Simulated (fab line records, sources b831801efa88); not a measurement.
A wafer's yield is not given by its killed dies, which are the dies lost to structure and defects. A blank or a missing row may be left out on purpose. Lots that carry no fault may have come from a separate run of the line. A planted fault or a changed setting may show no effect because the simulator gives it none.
fab line records / flow gf180mcu / part 2 of 2: steps 31 to 43 of 43
record: lots: 5 wafers: 15 last_day: 33
route steps=602 shown VT_IMPLANT@126 MVSD@136 NWELL@137 LVPWELL@138 MVPSD@139 DUAL_GATE@141 POLY_GATE@157
lots untouched by any fault: they come from a run of this same line in which no faults occurred
start_h: the number of hours between the record's first day and the start of the first shown wafer of the lot / wait_h: time in hours since the lot's previous step / " identical to the entry in the row above / L1.1+2: a row that stands for several wafers / - no value, or no start given / * or withheld: withheld / < > ~ a bound
route shown NAME@n: a module of which the file shows steps, and the number in the route of the first / usual: the fault-free wafers' mean and standard deviation / same: alike in all rows / chamber/n: place in a boat / sites: each site's reading / _std_site: standard deviation of those values / _edge_site: mean of outer sites minus mean of inner sites / radius_mm: how far each site lies from the wafer's centre / mask NAME#n: copy n / behind: the most recent tool/chamber to have shaped the wafer / hold: cause of the lot's hold/its duration in hours/its outcome / device: the transistor (n, p or np) that didn't switch / end of line: the tests these same wafers got at the end of their route / step lacking rows: just its recipe / killed: not the wafer's yield, but the dies lost to structure and defects at the first sort / map: the dies of a wafer, with x for killed, . for not killed, _ for no die there
set.NAME: the setting the step ran with; set.NAME@STEP: the setting that earlier step ran with / model.NAME: the simulator's own value behind a step, which no gauge read
a table for each step, a row for each wafer; lots at some steps of the route
services: from which hour (start_h, from the record's first day; less than 0 if before it) a tool's chamber was out of use, for how many hours, and why
== steps ==
step: GF_DUAL_GATE_OXIDATION_15
recipe: temp_c: 850 ambient: O2 stabilise_s: 600 purge_s: 300 target_thk_a: 70.98 ox_time_s: 1995
usual: spike_tc_bottom_C: 867.3/2 tube_center_temp_C_max: 852.2/0.35
same: ox_time_s: 1995
lot.wafer=L074.3 tool=furnace-02 chamber=0 start_h=180.73 wait_h=0.0 spike_tc_bottom_C=867.1 tube_center_temp_C_max=852.4
lot.wafer=L074.5 tool=furnace-02 chamber=0 start_h=180.73 wait_h=0.0 spike_tc_bottom_C=867.5 tube_center_temp_C_max=851.8
lot.wafer=L074.6 tool=furnace-02 chamber=0 start_h=180.73 wait_h=0.0 spike_tc_bottom_C=866.8 tube_center_temp_C_max=852.0
lot.wafer=L081.2 tool=furnace-01 chamber=0 start_h=228.21 wait_h=0.2 spike_tc_bottom_C=869.4 tube_center_temp_C_max=851.5
lot.wafer=L081.3 tool=furnace-01 chamber=0 start_h=228.21 wait_h=0.2 spike_tc_bottom_C=867.0 tube_center_temp_C_max=852.6
lot.wafer=L081.6 tool=furnace-01 chamber=0 start_h=228.21 wait_h=0.2 spike_tc_bottom_C=870.6 tube_center_temp_C_max=851.9
lot.wafer=L083.1 tool=furnace-02 chamber=0 start_h=235.01 wait_h=0.0 spike_tc_bottom_C=866.4 tube_center_temp_C_max=852.4
lot.wafer=L083.3 tool=furnace-02 chamber=0 start_h=235.01 wait_h=0.0 spike_tc_bottom_C=864.2 tube_center_temp_C_max=852.3
lot.wafer=L083.6 tool=furnace-02 chamber=0 start_h=235.01 wait_h=0.0 spike_tc_bottom_C=866.0 tube_center_temp_C_max=852.1
lot.wafer=L087.1 tool=furnace-02 chamber=0 start_h=267.67 wait_h=0.0 spike_tc_bottom_C=867.6 tube_center_temp_C_max=852.3
lot.wafer=L087.3 tool=furnace-02 chamber=0 start_h=267.67 wait_h=0.0 spike_tc_bottom_C=864.8 tube_center_temp_C_max=851.7
lot.wafer=L087.4 tool=furnace-02 chamber=0 start_h=267.67 wait_h=0.0 spike_tc_bottom_C=868.4 tube_center_temp_C_max=852.2
lot.wafer=L091.2 tool=furnace-01 chamber=0 start_h=296.51 wait_h=0.7 spike_tc_bottom_C=869.9 tube_center_temp_C_max=852.3
lot.wafer=L091.5 tool=furnace-01 chamber=0 start_h=296.51 wait_h=0.7 spike_tc_bottom_C=868.3 tube_center_temp_C_max=852.1
lot.wafer=L091.6 tool=furnace-01 chamber=0 start_h=296.51 wait_h=0.7 spike_tc_bottom_C=866.6 tube_center_temp_C_max=852.2
step: GF_POLY_GATE_CVD_00
recipe: material: poly-Si target_thk_nm: 200 temp_c: 620 time_s: 1200 pressure_mtorr: 200
usual: pressure_mtorr: 200.0/0.38 spike_tc_bottom_C: 638.1/2.2
same: time_s: 1200
lot.wafer=L074.3 tool=lpcvd-02 chamber=0 start_h=182.28 wait_h=0.0 pressure_mtorr=200.2 spike_tc_bottom_C=637.8
lot.wafer=L074.5 tool=lpcvd-02 chamber=0 start_h=182.28 wait_h=0.0 pressure_mtorr=199.9 spike_tc_bottom_C=636.7
lot.wafer=L074.6 tool=lpcvd-02 chamber=0 start_h=182.28 wait_h=0.0 pressure_mtorr=199.9 spike_tc_bottom_C=634.9
lot.wafer=L081.2 tool=lpcvd-01 chamber=1 start_h=229.76 wait_h=0.0 pressure_mtorr=200.0 spike_tc_bottom_C=639.6
lot.wafer=L081.3 tool=lpcvd-01 chamber=1 start_h=229.76 wait_h=0.0 pressure_mtorr=200.3 spike_tc_bottom_C=640.6
lot.wafer=L081.6 tool=lpcvd-01 chamber=1 start_h=229.76 wait_h=0.0 pressure_mtorr=200.6 spike_tc_bottom_C=639.8
lot.wafer=L083.1 tool=lpcvd-02 chamber=1 start_h=236.57 wait_h=0.0 pressure_mtorr=199.8 spike_tc_bottom_C=641.1
lot.wafer=L083.3 tool=lpcvd-02 chamber=1 start_h=236.57 wait_h=0.0 pressure_mtorr=199.9 spike_tc_bottom_C=639.3
lot.wafer=L083.6 tool=lpcvd-02 chamber=1 start_h=236.57 wait_h=0.0 pressure_mtorr=199.6 spike_tc_bottom_C=639.7
lot.wafer=L087.1 tool=lpcvd-01 chamber=1 start_h=269.59 wait_h=0.4 pressure_mtorr=200.1 spike_tc_bottom_C=640.3
lot.wafer=L087.3 tool=lpcvd-01 chamber=1 start_h=269.59 wait_h=0.4 pressure_mtorr=199.7 spike_tc_bottom_C=639.4
lot.wafer=L087.4 tool=lpcvd-01 chamber=1 start_h=269.59 wait_h=0.4 pressure_mtorr=199.5 spike_tc_bottom_C=640.4
lot.wafer=L091.2 tool=lpcvd-02 chamber=0 start_h=298.07 wait_h=0.0 pressure_mtorr=200.1 spike_tc_bottom_C=637.3
lot.wafer=L091.5 tool=lpcvd-02 chamber=0 start_h=298.07 wait_h=0.0 pressure_mtorr=199.8 spike_tc_bottom_C=635.1
lot.wafer=L091.6 tool=lpcvd-02 chamber=0 start_h=298.07 wait_h=0.0 pressure_mtorr=199.9 spike_tc_bottom_C=635.5
step: GF_POLY_GATE_THK_MEAS_01
recipe: reads: poly-Si_of_POLY_GATE_CVD_00
usual: POLY_GATE_CVD_00_THK: 199.8/1.9
lot.wafer=L074.3 tool=film_metro-01 chamber=- start_h=183.63 wait_h=0.0 POLY_GATE_CVD_00_THK[nm]=197.0
lot.wafer=L074.5 tool=film_metro-01 chamber=- start_h=183.63 wait_h=0.0 POLY_GATE_CVD_00_THK[nm]=198.7
lot.wafer=L074.6 tool=film_metro-01 chamber=- start_h=183.63 wait_h=0.0 POLY_GATE_CVD_00_THK[nm]=199.7
lot.wafer=L081.2 tool=film_metro-02 chamber=- start_h=231.11 wait_h=0.0 POLY_GATE_CVD_00_THK[nm]=197.8
lot.wafer=L081.3 tool=film_metro-02 chamber=- start_h=231.11 wait_h=0.0 POLY_GATE_CVD_00_THK[nm]=196.9
lot.wafer=L081.6 tool=film_metro-02 chamber=- start_h=231.11 wait_h=0.0 POLY_GATE_CVD_00_THK[nm]=197.4
lot.wafer=L083.1 tool=film_metro-02 chamber=- start_h=237.90 wait_h=0.0 POLY_GATE_CVD_00_THK[nm]=199.7
lot.wafer=L083.3 tool=film_metro-02 chamber=- start_h=237.90 wait_h=0.0 POLY_GATE_CVD_00_THK[nm]=201.3
lot.wafer=L083.6 tool=film_metro-02 chamber=- start_h=237.90 wait_h=0.0 POLY_GATE_CVD_00_THK[nm]=198.3
lot.wafer=L087.1 tool=film_metro-02 chamber=- start_h=270.93 wait_h=0.0 POLY_GATE_CVD_00_THK[nm]=200.5
lot.wafer=L087.3 tool=film_metro-02 chamber=- start_h=270.93 wait_h=0.0 POLY_GATE_CVD_00_THK[nm]=200.6
lot.wafer=L087.4 tool=film_metro-02 chamber=- start_h=270.93 wait_h=0.0 POLY_GATE_CVD_00_THK[nm]=201.5
lot.wafer=L091.2 tool=film_metro-03 chamber=- start_h=299.41 wait_h=0.0 POLY_GATE_CVD_00_THK[nm]=198.8
lot.wafer=L091.5 tool=film_metro-03 chamber=- start_h=299.41 wait_h=0.0 POLY_GATE_CVD_00_THK[nm]=199.7
lot.wafer=L091.6 tool=film_metro-03 chamber=- start_h=299.41 wait_h=0.0 POLY_GATE_CVD_00_THK[nm]=197.7
step: GF_POLY_GATE_DEHYDRATE_02
recipe: temp_c: 200 time_s: 60
same: time_s: 60
lot.wafer=L074.3+5+6 tool=litho_track-03 chamber=0 start_h=191.81 wait_h=8.2
lot.wafer=L081.2+3+6 tool=litho_track-02 chamber=0 start_h=240.30 wait_h=9.2
lot.wafer=L083.1+3+6 tool=litho_track-03 chamber=0 start_h=246.56 wait_h=8.6
lot.wafer=L087.1+3+4 tool=litho_track-03 chamber=0 start_h=279.81 wait_h=8.9
lot.wafer=L091.2+5+6 tool=litho_track-02 chamber=0 start_h=308.80 wait_h=9.4
step: GF_POLY_GATE_HMDS_03
recipe: prime_time_s: 60 prime_temp_c: 120
usual: prime_temp_c: 120.03/0.13
lot.wafer=L074.3 tool=litho_track-03 chamber=0 start_h=191.96 wait_h=0.1 prime_temp_c=120.03
lot.wafer=L074.5 tool=litho_track-03 chamber=0 start_h=191.96 wait_h=0.1 prime_temp_c=120.00
lot.wafer=L074.6 tool=litho_track-03 chamber=0 start_h=191.96 wait_h=0.1 prime_temp_c=120.15
lot.wafer=L081.2 tool=litho_track-02 chamber=0 start_h=240.45 wait_h=0.1 prime_temp_c=120.02
lot.wafer=L081.3 tool=litho_track-02 chamber=0 start_h=240.45 wait_h=0.1 prime_temp_c=120.01
lot.wafer=L081.6 tool=litho_track-02 chamber=0 start_h=240.45 wait_h=0.1 prime_temp_c=120.11
lot.wafer=L083.1 tool=litho_track-03 chamber=0 start_h=246.71 wait_h=0.1 prime_temp_c=119.85
lot.wafer=L083.3 tool=litho_track-03 chamber=0 start_h=246.71 wait_h=0.1 prime_temp_c=119.93
lot.wafer=L083.6 tool=litho_track-03 chamber=0 start_h=246.71 wait_h=0.1 prime_temp_c=119.99
lot.wafer=L087.1 tool=litho_track-03 chamber=0 start_h=279.96 wait_h=0.1 prime_temp_c=120.21
lot.wafer=L087.3 tool=litho_track-03 chamber=0 start_h=279.96 wait_h=0.1 prime_temp_c=120.12
lot.wafer=L087.4 tool=litho_track-03 chamber=0 start_h=279.96 wait_h=0.1 prime_temp_c=120.32
lot.wafer=L091.2 tool=litho_track-02 chamber=0 start_h=308.95 wait_h=0.1 prime_temp_c=120.08
lot.wafer=L091.5 tool=litho_track-02 chamber=0 start_h=308.95 wait_h=0.1 prime_temp_c=120.17
lot.wafer=L091.6 tool=litho_track-02 chamber=0 start_h=308.95 wait_h=0.1 prime_temp_c=120.11
step: GF_POLY_GATE_COAT_04
recipe: resist: BARC temp_c: withheld time_s: withheld spin_rpm: withheld resist_thk_nm: withheld
lot.wafer=L074.3+5+6 tool=litho_track-03 chamber=0 start_h=192.11 wait_h=0.1
lot.wafer=L081.2+3+6 tool=litho_track-02 chamber=0 start_h=240.60 wait_h=0.1
lot.wafer=L083.1+3+6 tool=litho_track-03 chamber=0 start_h=246.86 wait_h=0.1
lot.wafer=L087.1+3+4 tool=litho_track-03 chamber=0 start_h=280.11 wait_h=0.1
lot.wafer=L091.2+5+6 tool=litho_track-02 chamber=0 start_h=309.10 wait_h=0.1
step: GF_POLY_GATE_COAT_05
recipe: resist: KrF spin_rpm: withheld resist_thk_nm: 700
lot.wafer=L074.3+5+6 tool=litho_track-03 chamber=0 start_h=- wait_h=-
lot.wafer=L081.2+3+6 tool=litho_track-02 chamber=0 start_h=- wait_h=-
lot.wafer=L083.1+3+6 tool=litho_track-03 chamber=0 start_h=- wait_h=-
lot.wafer=L087.1+3+4 tool=litho_track-03 chamber=0 start_h=- wait_h=-
lot.wafer=L091.2+5+6 tool=litho_track-02 chamber=0 start_h=- wait_h=-
step: GF_POLY_GATE_SOFTBAKE_06
recipe: temp_c: 130 time_s: 60 resist: KrF
same: time_s: 60
lot.wafer=L074.3+5+6 tool=litho_track-03 chamber=0 start_h=- wait_h=-
lot.wafer=L081.2+3+6 tool=litho_track-02 chamber=0 start_h=- wait_h=-
lot.wafer=L083.1+3+6 tool=litho_track-03 chamber=0 start_h=- wait_h=-
lot.wafer=L087.1+3+4 tool=litho_track-03 chamber=0 start_h=- wait_h=-
lot.wafer=L091.2+5+6 tool=litho_track-02 chamber=0 start_h=- wait_h=-
step: GF_POLY_GATE_EXPOSE_07
recipe: mask_id: Poly2 target_cd_nm: 280 na: 0.68 source_shape: conventional sigma_outer: 0.6 dose_mj: 28
lot.wafer=L074.3+5+6 tool=krf_scanner-01 chamber=0 start_h=- wait_h=- mask=Poly2#0
lot.wafer=L081.2+3+6 tool=krf_scanner-01 chamber=0 start_h=- wait_h=- mask=Poly2#0
lot.wafer=L083.1+3+6 tool=krf_scanner-02 chamber=0 start_h=- wait_h=- mask=Poly2#0
lot.wafer=L087.1+3+4 tool=krf_scanner-02 chamber=0 start_h=- wait_h=- mask=Poly2#0
lot.wafer=L091.2+5+6 tool=krf_scanner-02 chamber=0 start_h=- wait_h=- mask=Poly2#0
step: GF_POLY_GATE_PEB_08
recipe: peb_temp_c: 135 peb_time_s: 91.92 resist: KrF
usual: plate_sensor_t_centre_C: 136.13/0.0092 plate_sensor_t_edge_C: 136.29/0.011
lot.wafer=L074.3 tool=litho_track-02 chamber=0 start_h=- wait_h=- plate_sensor_t_centre_C=136.13 plate_sensor_t_edge_C=136.29
lot.wafer=L074.5 tool=litho_track-02 chamber=0 start_h=- wait_h=- plate_sensor_t_centre_C=136.12 plate_sensor_t_edge_C=136.3
lot.wafer=L074.6 tool=litho_track-02 chamber=0 start_h=- wait_h=- plate_sensor_t_centre_C=136.12 plate_sensor_t_edge_C=136.28
lot.wafer=L081.2 tool=litho_track-02 chamber=0 start_h=- wait_h=- plate_sensor_t_centre_C=136.12 plate_sensor_t_edge_C=136.3
lot.wafer=L081.3 tool=litho_track-02 chamber=0 start_h=- wait_h=- plate_sensor_t_centre_C=136.12 plate_sensor_t_edge_C=136.3
lot.wafer=L081.6 tool=litho_track-02 chamber=0 start_h=- wait_h=- plate_sensor_t_centre_C=136.14 plate_sensor_t_edge_C=136.3
lot.wafer=L083.1 tool=litho_track-03 chamber=0 start_h=- wait_h=- plate_sensor_t_centre_C=136.13 plate_sensor_t_edge_C=136.3
lot.wafer=L083.3 tool=litho_track-03 chamber=0 start_h=- wait_h=- plate_sensor_t_centre_C=136.15 plate_sensor_t_edge_C=136.29
lot.wafer=L083.6 tool=litho_track-03 chamber=0 start_h=- wait_h=- plate_sensor_t_centre_C=136.12 plate_sensor_t_edge_C=136.3
lot.wafer=L087.1 tool=litho_track-03 chamber=0 start_h=- wait_h=- plate_sensor_t_centre_C=136.13 plate_sensor_t_edge_C=136.3
lot.wafer=L087.3 tool=litho_track-03 chamber=0 start_h=- wait_h=- plate_sensor_t_centre_C=136.12 plate_sensor_t_edge_C=136.28
lot.wafer=L087.4 tool=litho_track-03 chamber=0 start_h=- wait_h=- plate_sensor_t_centre_C=136.14 plate_sensor_t_edge_C=136.28
lot.wafer=L091.2 tool=litho_track-02 chamber=0 start_h=- wait_h=- plate_sensor_t_centre_C=136.13 plate_sensor_t_edge_C=136.3
lot.wafer=L091.5 tool=litho_track-02 chamber=0 start_h=- wait_h=- plate_sensor_t_centre_C=136.14 plate_sensor_t_edge_C=136.3
lot.wafer=L091.6 tool=litho_track-02 chamber=0 start_h=- wait_h=- plate_sensor_t_centre_C=136.13 plate_sensor_t_edge_C=136.29
step: GF_POLY_GATE_DEVELOP_09
recipe: develop_time_s: 60 resist: KrF dev_temp_c: 21
same: develop_time_s: 60
lot.wafer=L074.3+5+6 tool=litho_track-02 chamber=0 start_h=200.88 wait_h=0.1
lot.wafer=L081.2+3+6 tool=litho_track-02 chamber=0 start_h=250.40 wait_h=0.2
lot.wafer=L083.1+3+6 tool=litho_track-03 chamber=0 start_h=256.06 wait_h=0.2
lot.wafer=L087.1+3+4 tool=litho_track-03 chamber=0 start_h=290.26 wait_h=0.2
lot.wafer=L091.2+5+6 tool=litho_track-02 chamber=0 start_h=319.55 wait_h=0.2
step: GF_POLY_GATE_CD_MEAS_10
recipe: target_cd_nm: 280
usual: cd_nm: 280.2/1.4
lot.wafer=L074.3 tool=cd_sem-01 chamber=- start_h=201.02 wait_h=0.1 cd_nm=282.0
lot.wafer=L074.5 tool=cd_sem-01 chamber=- start_h=201.02 wait_h=0.1 cd_nm=282.6
lot.wafer=L074.6 tool=cd_sem-01 chamber=- start_h=201.02 wait_h=0.1 cd_nm=283.0
lot.wafer=L081.2 tool=cd_sem-01 chamber=- start_h=250.55 wait_h=0.1 cd_nm=279.4
lot.wafer=L081.3 tool=cd_sem-01 chamber=- start_h=250.55 wait_h=0.1 cd_nm=278.6
lot.wafer=L081.6 tool=cd_sem-01 chamber=- start_h=250.55 wait_h=0.1 cd_nm=279.1
lot.wafer=L083.1 tool=cd_sem-01 chamber=- start_h=256.21 wait_h=0.1 cd_nm=281.3
lot.wafer=L083.3 tool=cd_sem-01 chamber=- start_h=256.21 wait_h=0.1 cd_nm=279.6
lot.wafer=L083.6 tool=cd_sem-01 chamber=- start_h=256.21 wait_h=0.1 cd_nm=281.2
lot.wafer=L087.1 tool=cd_sem-02 chamber=- start_h=290.41 wait_h=0.1 cd_nm=279.7
lot.wafer=L087.3 tool=cd_sem-02 chamber=- start_h=290.41 wait_h=0.1 cd_nm=279.3
lot.wafer=L087.4 tool=cd_sem-02 chamber=- start_h=290.41 wait_h=0.1 cd_nm=278.2
lot.wafer=L091.2 tool=cd_sem-02 chamber=- start_h=319.70 wait_h=0.1 cd_nm=278.4
lot.wafer=L091.5 tool=cd_sem-02 chamber=- start_h=319.70 wait_h=0.1 cd_nm=278.3
lot.wafer=L091.6 tool=cd_sem-02 chamber=- start_h=319.70 wait_h=0.1 cd_nm=278.3
step: GF_POLY_GATE_OVL_MEAS_11
usual: POLY_GATE_OVL: -1/4.4
lot.wafer=L074.3 tool=overlay-01 chamber=- start_h=201.11 wait_h=0.1 POLY_GATE_OVL[nm]=-6
lot.wafer=L074.5 tool=overlay-01 chamber=- start_h=201.11 wait_h=0.1 POLY_GATE_OVL[nm]=2
lot.wafer=L074.6 tool=overlay-01 chamber=- start_h=201.11 wait_h=0.1 POLY_GATE_OVL[nm]=0
lot.wafer=L081.2 tool=overlay-01 chamber=- start_h=250.65 wait_h=0.1 POLY_GATE_OVL[nm]=0
lot.wafer=L081.3 tool=overlay-01 chamber=- start_h=250.65 wait_h=0.1 POLY_GATE_OVL[nm]=2
lot.wafer=L081.6 tool=overlay-01 chamber=- start_h=250.65 wait_h=0.1 POLY_GATE_OVL[nm]=1
lot.wafer=L083.1 tool=overlay-02 chamber=- start_h=256.33 wait_h=0.1 POLY_GATE_OVL[nm]=5
lot.wafer=L083.3 tool=overlay-02 chamber=- start_h=256.33 wait_h=0.1 POLY_GATE_OVL[nm]=3
lot.wafer=L083.6 tool=overlay-02 chamber=- start_h=256.33 wait_h=0.1 POLY_GATE_OVL[nm]=4
lot.wafer=L087.1 tool=overlay-02 chamber=- start_h=290.53 wait_h=0.1 POLY_GATE_OVL[nm]=-1
lot.wafer=L087.3 tool=overlay-02 chamber=- start_h=290.53 wait_h=0.1 POLY_GATE_OVL[nm]=-2
lot.wafer=L087.4 tool=overlay-02 chamber=- start_h=290.53 wait_h=0.1 POLY_GATE_OVL[nm]=5
lot.wafer=L091.2 tool=overlay-02 chamber=- start_h=319.80 wait_h=0.1 POLY_GATE_OVL[nm]=-3
lot.wafer=L091.5 tool=overlay-02 chamber=- start_h=319.80 wait_h=0.1 POLY_GATE_OVL[nm]=-2
lot.wafer=L091.6 tool=overlay-02 chamber=- start_h=319.80 wait_h=0.1 POLY_GATE_OVL[nm]=-7
== services ==
tool=iline_stepper-01 chamber=- start_h=139.41 hours=1.7 kind=pm
tool=wet_bench-01 chamber=- start_h=144.43 hours=1.0 kind=repair
tool=krf_scanner-02 chamber=- start_h=155.01 hours=0.8 kind=pm
tool=furnace-02 chamber=- start_h=155.78 hours=3.2 kind=pm
tool=wet_bench-04 chamber=- start_h=167.36 hours=1.9 kind=pm
tool=plasma_asher-04 chamber=- start_h=175.83 hours=4.2 kind=repair
tool=wet_bench-01 chamber=- start_h=177.53 hours=1.9 kind=pm
tool=wet_bench-01 chamber=- start_h=182.82 hours=35.6 kind=repair
tool=implanter-02 chamber=- start_h=184.17 hours=4.7 kind=repair
tool=plasma_asher-03 chamber=- start_h=186.51 hours=2.8 kind=pm
tool=rtp_anneal-02 chamber=- start_h=189.72 hours=5.7 kind=pm
tool=plasma_asher-03 chamber=- start_h=191.42 hours=9.2 kind=repair
tool=iline_stepper-02 chamber=- start_h=195.23 hours=1.7 kind=pm
tool=implanter-02 chamber=- start_h=195.67 hours=5.7 kind=repair
tool=furnace-01 chamber=- start_h=200.38 hours=4.1 kind=pm
tool=plasma_asher-04 chamber=- start_h=216.45 hours=15.1 kind=pm
tool=iline_stepper-01 chamber=- start_h=248.74 hours=1.5 kind=repair
tool=implanter-02 chamber=- start_h=251.28 hours=3.3 kind=repair
tool=iline_stepper-01 chamber=- start_h=276.34 hours=11.1 kind=repair
tool=implanter-02 chamber=- start_h=280.40 hours=8.7 kind=pm
tool=plasma_asher-04 chamber=- start_h=286.59 hours=2.0 kind=repair
tool=furnace-02 chamber=- start_h=297.12 hours=4.8 kind=pm
tool=iline_stepper-01 chamber=- start_h=311.67 hours=12.8 kind=repair
tool=furnace-01 chamber=- start_h=318.81 hours=7.7 kind=repair
